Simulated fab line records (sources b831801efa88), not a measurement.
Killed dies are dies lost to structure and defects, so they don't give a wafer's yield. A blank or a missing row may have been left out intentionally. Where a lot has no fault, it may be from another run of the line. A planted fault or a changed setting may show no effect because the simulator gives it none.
fab line records | flow sky130
record lots=11 | wafers=33 | last-day=51
route steps=708 shown VT_ADJUST_HVTP@89 VT_ADJUST_NCORE@126 VT_ADJUST_HVTR@139 PAD_OPEN@708
lots untouched by any fault: they come from a run of this same line in which no faults occurred
start-h: hours from the record's first day to the start of the lot's first wafer shown | wait-h: hours from the lot's prior step to this one | " the same as in the row above | L1.1+2: a row that stands for several wafers | - value missing, or start not given | * or withheld: withheld | < > ~ a bound
route shown NAME@n: a module of which the file shows steps, and the number in the route of the first | usual: mean and standard deviation over wafers with no fault | same: alike in all rows | chamber/n: place in a boat | sites: the reading at each site | _std_site: the values' standard deviation | _edge_site: mean of outer sites minus mean of inner sites | radius-mm: for every site, how far away it sits from the centre of the wafer | mask NAME#n: copy n | behind: the tool/chamber that last shaped the wafer | hold: cause of the lot's hold/its duration in hours/its outcome | device: the n, p or np transistor that did not switch | end of line: tests run on the same wafers once the route is complete | a step with no rows: only its recipe | killed: count of dies lost to structure and defects at first sort (not the wafer's yield) | map: a wafer's dies, marking killed ones x, the rest . and places with no die _
set.NAME: the setting that was run; set.NAME@STEP: the one run at that earlier step | model.NAME: the simulator's own value behind a step, which no gauge read
the route's steps for a sample of lots (tables are steps, rows are wafers)
services: from which hour (start-h, from the record's first day; less than 0 if before it) a tool's chamber was out of use, for how many hours, and why
## steps
# step SKY_VT_ADJUST_HVTP_EXPOSE_04
# recipe mask-id=HVTPM | na=0.6 | source-shape=conventional | sigma-outer=0.6 | polarization=unpolarized | target-cd-nm=380 | dose-mj=140
lot.wafer  | tool             | chamber | start-h | wait-h | mask
L190.1+3+6 | iline-stepper-01 | 0       | 113.40  | -      | HVTPM#0
L191.2+3+4 | iline-stepper-02 | 0       | 118.53  | -      | HVTPM#0
L192.1+3+5 | iline-stepper-01 | 0       | 124.48  | -      | HVTPM#0
L196.2+4+6 | iline-stepper-01 | 0       | 152.66  | -      | HVTPM#0
L200.1+5+6 | iline-stepper-02 | 0       | 177.57  | -      | HVTPM#0
L201.1+5+6 | iline-stepper-02 | 0       | 178.17  | -      | HVTPM#0
L204.2+3+5 | iline-stepper-01 | 0       | 197.45  | -      | HVTPM#0
L205.2+3+5 | iline-stepper-01 | 0       | 206.23  | -      | HVTPM#0
L212.1+3+6 | iline-stepper-02 | 0       | 253.97  | -      | HVTPM#0
L211.1+4+5 | iline-stepper-02 | 0       | 254.51  | -      | HVTPM#0
L213.4+5+6 | iline-stepper-01 | 0       | 263.30  | -      | HVTPM#0
# step SKY_VT_ADJUST_HVTP_CD_MEAS_07
# recipe target-cd-nm=380
# usual cd-nm=378.7/2.3
lot.wafer | tool      | chamber | start-h | wait-h | cd-nm
L190.1    | cd-sem-01 | -       | 121.77  | 0.1    | 379.8
L190.3    | "         | -       | "       | "      | 377.7
L190.6    | "         | -       | "       | "      | 381.5
L191.2    | cd-sem-01 | -       | 127.78  | 0.1    | 379.3
L191.3    | "         | -       | "       | "      | 378.9
L191.4    | "         | -       | "       | "      | 379.0
L192.1    | cd-sem-01 | -       | 134.31  | 0.1    | 381.2
L192.3    | "         | -       | "       | "      | 383.1
L192.5    | "         | -       | "       | "      | 378.6
L196.2    | cd-sem-02 | -       | 161.39  | 0.1    | 377.5
L196.4    | "         | -       | "       | "      | 377.7
L196.6    | "         | -       | "       | "      | 378.3
L200.1    | cd-sem-02 | -       | 187.47  | 0.1    | 356.7
L200.5    | "         | -       | "       | "      | 353.1
L200.6    | "         | -       | "       | "      | 380.1
L201.1    | cd-sem-02 | -       | 188.06  | 0.1    | 350.3
L201.5    | "         | -       | "       | "      | 351.5
L201.6    | "         | -       | "       | "      | 379.9
L204.2    | cd-sem-02 | -       | 207.59  | 0.1    | 380.2
L204.3    | "         | -       | "       | "      | 379.0
L204.5    | "         | -       | "       | "      | 380.8
L205.2    | cd-sem-01 | -       | 217.14  | 0.1    | 381.9
L205.3    | "         | -       | "       | "      | 381.6
L205.5    | "         | -       | "       | "      | 382.9
L212.1    | cd-sem-01 | -       | 265.81  | 0.1    | 374.1
L212.3    | "         | -       | "       | "      | 377.7
L212.6    | "         | -       | "       | "      | 377.4
L211.1    | cd-sem-01 | -       | 266.17  | 0.1    | 381.4
L211.4    | "         | -       | "       | "      | 381.2
L211.5    | "         | -       | "       | "      | 379.1
L213.4    | cd-sem-01 | -       | 275.53  | 0.1    | 377.8
L213.5    | "         | -       | "       | "      | 375.9
L213.6    | "         | -       | "       | "      | 377.2
# step SKY_VT_ADJUST_NCORE_CD_MEAS_07
# recipe target-cd-nm=380
# usual cd-nm=379.9/2.5
lot.wafer | tool      | chamber | start-h | wait-h | cd-nm
L190.1    | cd-sem-01 | -       | 177.66  | 0.1    | 378.2
L190.3    | "         | -       | "       | "      | 377.8
L190.6    | "         | -       | "       | "      | 377.1
L191.2    | cd-sem-02 | -       | 184.79  | 0.1    | 377.5
L191.3    | "         | -       | "       | "      | 379.2
L191.4    | "         | -       | "       | "      | 379.6
L192.1    | cd-sem-02 | -       | 192.17  | 0.1    | 378.4
L192.3    | "         | -       | "       | "      | 379.6
L192.5    | "         | -       | "       | "      | 378.9
L196.2    | cd-sem-01 | -       | 224.94  | 0.1    | 378.6
L196.4    | "         | -       | "       | "      | 379.4
L196.6    | "         | -       | "       | "      | 379.2
L200.1    | cd-sem-01 | -       | 254.37  | 0.1    | 382.7
L200.5    | "         | -       | "       | "      | 378.6
L200.6    | "         | -       | "       | "      | 379.0
L201.1    | cd-sem-02 | -       | 255.92  | 0.1    | 378.5
L201.5    | "         | -       | "       | "      | 377.3
L201.6    | "         | -       | "       | "      | 377.9
L204.2    | cd-sem-02 | -       | 277.28  | 0.1    | 378.4
L204.3    | "         | -       | "       | "      | 379.8
L204.5    | "         | -       | "       | "      | 377.9
L205.2    | cd-sem-01 | -       | 288.78  | 0.1    | 378.9
L205.3    | "         | -       | "       | "      | 378.6
L205.5    | "         | -       | "       | "      | 377.7
L212.1    | cd-sem-01 | -       | 344.91  | 0.1    | 385.7
L212.3    | "         | -       | "       | "      | 379.1
L212.6    | "         | -       | "       | "      | 383.0
L211.1    | cd-sem-02 | -       | 345.32  | 0.1    | 377.8
L211.4    | "         | -       | "       | "      | 375.9
L211.5    | "         | -       | "       | "      | 377.0
L213.4    | cd-sem-02 | -       | 355.73  | 0.1    | 377.8
L213.5    | "         | -       | "       | "      | 381.4
L213.6    | "         | -       | "       | "      | 379.5
# step SKY_VT_ADJUST_HVTR_OVL_MEAS_08
# usual VT_ADJUST_HVTR_OVL=0.8/1.1
lot.wafer | tool       | chamber | start-h | wait-h | VT_ADJUST_HVTR_OVL[nm]
L190.1    | overlay-01 | -       | 198.58  | 0.1    | 1.4
L190.3    | "          | -       | "       | "      | 0.6
L190.6    | "          | -       | "       | "      | 0.5
L191.2    | overlay-02 | -       | 206.84  | 0.1    | 2.2
L191.3    | "          | -       | "       | "      | 1.5
L191.4    | "          | -       | "       | "      | 1.7
L192.1    | overlay-02 | -       | 214.74  | 0.1    | 0.1
L192.3    | "          | -       | "       | "      | 0.6
L192.5    | "          | -       | "       | "      | 0.9
L196.2    | overlay-02 | -       | 248.09  | 0.1    | 1.4
L196.4    | "          | -       | "       | "      | 0.7
L196.6    | "          | -       | "       | "      | 1.7
L200.1    | overlay-02 | -       | 279.18  | 0.1    | 2.7
L200.5    | "          | -       | "       | "      | 2.0
L200.6    | "          | -       | "       | "      | 1.4
L201.1    | overlay-02 | -       | 280.78  | 0.1    | 0.7
L201.5    | "          | -       | "       | "      | -0.2
L201.6    | "          | -       | "       | "      | 1.2
L204.2    | overlay-01 | -       | 303.89  | 0.1    | -1.1
L204.3    | "          | -       | "       | "      | -0.4
L204.5    | "          | -       | "       | "      | 0.6
L205.2    | overlay-02 | -       | 315.94  | 0.1    | 2.2
L205.3    | "          | -       | "       | "      | 2.9
L205.5    | "          | -       | "       | "      | 0.8
L212.1    | overlay-01 | -       | 373.63  | 0.1    | 1.0
L212.3    | "          | -       | "       | "      | 0.7
L212.6    | "          | -       | "       | "      | 1.0
L211.1    | overlay-01 | -       | 374.28  | 0.1    | -0.8
L211.4    | "          | -       | "       | "      | -1.0
L211.5    | "          | -       | "       | "      | 0.4
L213.4    | overlay-01 | -       | 385.25  | 0.1    | 1.5
L213.5    | "          | -       | "       | "      | 1.1
L213.6    | "          | -       | "       | "      | 2.6
# step SKY_VT_ADJUST_HVTR_TW_MEAS_11
# usual VT_ADJUST_HVTR_TW=212.0/1.1
lot.wafer | tool          | chamber | start-h | wait-h | VT_ADJUST_HVTR_TW
L190.1    | film-metro-04 | -       | 198.87  | 0.1    | 211.1
L190.3    | "             | -       | "       | "      | 212.3
L190.6    | "             | -       | "       | "      | 212.0
L191.2    | film-metro-03 | -       | 207.13  | 0.1    | 211.9
L191.3    | "             | -       | "       | "      | 213.5
L191.4    | "             | -       | "       | "      | 211.7
L192.1    | film-metro-03 | -       | 215.02  | 0.1    | 211.5
L192.3    | "             | -       | "       | "      | 213.3
L192.5    | "             | -       | "       | "      | 212.2
L196.2    | film-metro-03 | -       | 248.38  | 0.1    | 214.4
L196.4    | "             | -       | "       | "      | 213.5
L196.6    | "             | -       | "       | "      | 213.4
L200.1    | film-metro-04 | -       | 279.47  | 0.1    | 211.6
L200.5    | "             | -       | "       | "      | 211.9
L200.6    | "             | -       | "       | "      | 211.3
L201.1    | film-metro-01 | -       | 281.07  | 0.1    | 210.6
L201.5    | "             | -       | "       | "      | 210.7
L201.6    | "             | -       | "       | "      | 211.3
L204.2    | film-metro-01 | -       | 304.18  | 0.1    | 213.7
L204.3    | "             | -       | "       | "      | 212.9
L204.5    | "             | -       | "       | "      | 213.9
L205.2    | film-metro-03 | -       | 316.23  | 0.1    | 213.9
L205.3    | "             | -       | "       | "      | 212.9
L205.5    | "             | -       | "       | "      | 212.9
L212.1    | film-metro-01 | -       | 373.91  | 0.1    | 211.9
L212.3    | "             | -       | "       | "      | 211.4
L212.6    | "             | -       | "       | "      | 212.2
L211.1    | film-metro-04 | -       | 374.56  | 0.1    | 209.5
L211.4    | "             | -       | "       | "      | 211.1
L211.5    | "             | -       | "       | "      | 210.2
L213.4    | film-metro-01 | -       | 385.55  | 0.1    | 210.7
L213.5    | "             | -       | "       | "      | 210.0
L213.6    | "             | -       | "       | "      | 210.0
# step SKY_PAD_OPEN_PROBE_99
# usual killed_at_M0_to_M3=43/6 | killed_at_M4_up=3.2/1.9 | killed-at-contacts=25/5.4 | killed-at-front-end=15/4.5 | killed-at-other=0.3/0.59 | killed-dies=87/8.7 | killed-open=47/6.7 | killed-short=39/5.7
# same gross-dies=492 | killed-at-back-side=0
lot.wafer | tool      | chamber | start-h | wait-h | killed_at_M0_to_M3 | killed_at_M4_up | killed-at-contacts | killed-at-front-end | killed-at-other | killed-dies | killed-open | killed-short
L211.1    | prober-02 | -       | 1208.94 | 0.1    | 43                 | 2               | 29                 | 18                  | 0               | 92          | 48          | 44
L211.4    | prober-02 | -       | 1209.09 | 0.2    | 37                 | 0               | 32                 | 10                  | 0               | 79          | 41          | 38
L211.5    | prober-02 | -       | 1209.14 | 0.2    | 45                 | 1               | 22                 | 15                  | 1               | 84          | 50          | 34
# killed by level:class
L211.1 CONTACT:geometric-particle:open=11 VIA1:geometric-particle:open=8 VIA2:geometric-particle:open=7 LOCAL_INTERCONNECT:geometric-particle:short=7 LI_CONTACT:geometric-particle:open=5 METAL1:geometric-particle:short=5 METAL3:geometric-particle:short=5 VIA1:geometric-particle:short=5
L211.4 CONTACT:geometric-particle:open=10 CONTACT:geometric-particle:short=7 VIA2:geometric-particle:open=7 LI_CONTACT:geometric-particle:short=6 LI_CONTACT:geometric-particle:open=6 VIA1:geometric-particle:short=6 METAL1:geometric-particle:short=5 POLY_GATE:geometric-particle:open=4
L211.5 VIA1:geometric-particle:open=15 LI_CONTACT:geometric-particle:open=8 VIA3:geometric-particle:open=7 METAL2:geometric-particle:short=6 VIA2:geometric-particle:open=6 CONTACT:geometric-particle:open=5 FIELD_ISO:geometric-particle:open=4 POLY_GATE:geometric-particle:short=4
## services
tool             | chamber | start-h | hours | kind
iline-stepper-02 | -       | 90.44   | -     | consumable-replace:lamp
iline-stepper-02 | -       | 104.25  | 11.7  | repair
iline-stepper-01 | -       | 120.73  | 1.7   | pm
iline-stepper-01 | -       | 144.75  | 1.3   | repair
iline-stepper-01 | -       | 228.20  | 2.1   | pm
iline-stepper-01 | -       | 230.28  | -     | consumable-replace:lamp
iline-stepper-02 | 0       | 235.14  | -     | calibration
iline-stepper-01 | 0       | 258.51  | -     | calibration
## key
first-sign step=SKY_VT_ADJUST_HVTP_CD_MEAS_07 | reading=cd-nm | direction=down | sigmas=11 | usual=378.7 | struck=352.9
effect none on later readings
met-at SKY_VT_ADJUST_HVTP_EXPOSE_04
struck-lots L200,L201
struck-wafers L200.1,L200.5,L201.1,L201.5
tester-left-out L200,L201
not-acting-at SKY_VT_ADJUST_NCORE_CD_MEAS_07,SKY_VT_ADJUST_HVTR_OVL_MEAS_08,SKY_VT_ADJUST_HVTR_TW_MEAS_11
onset-between 118.53 177.57
fault kind=process-parameter-drift | tool=iline-stepper-02 | chamber=- | onset-h=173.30 | steps=SKY_VT_ADJUST_HVTP_EXPOSE_04 | channel=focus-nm | offset=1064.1 | shape=step | end-h=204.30 | scope=struck-wafers-only
# tester-left-out: of these lots the tester's yield and bins aren't shown, on N5 and GAA mostly nor the transistor test; their killed dies are dies lost to structure and defects alone, not to doping, threshold or leakage, so they don't give the yield
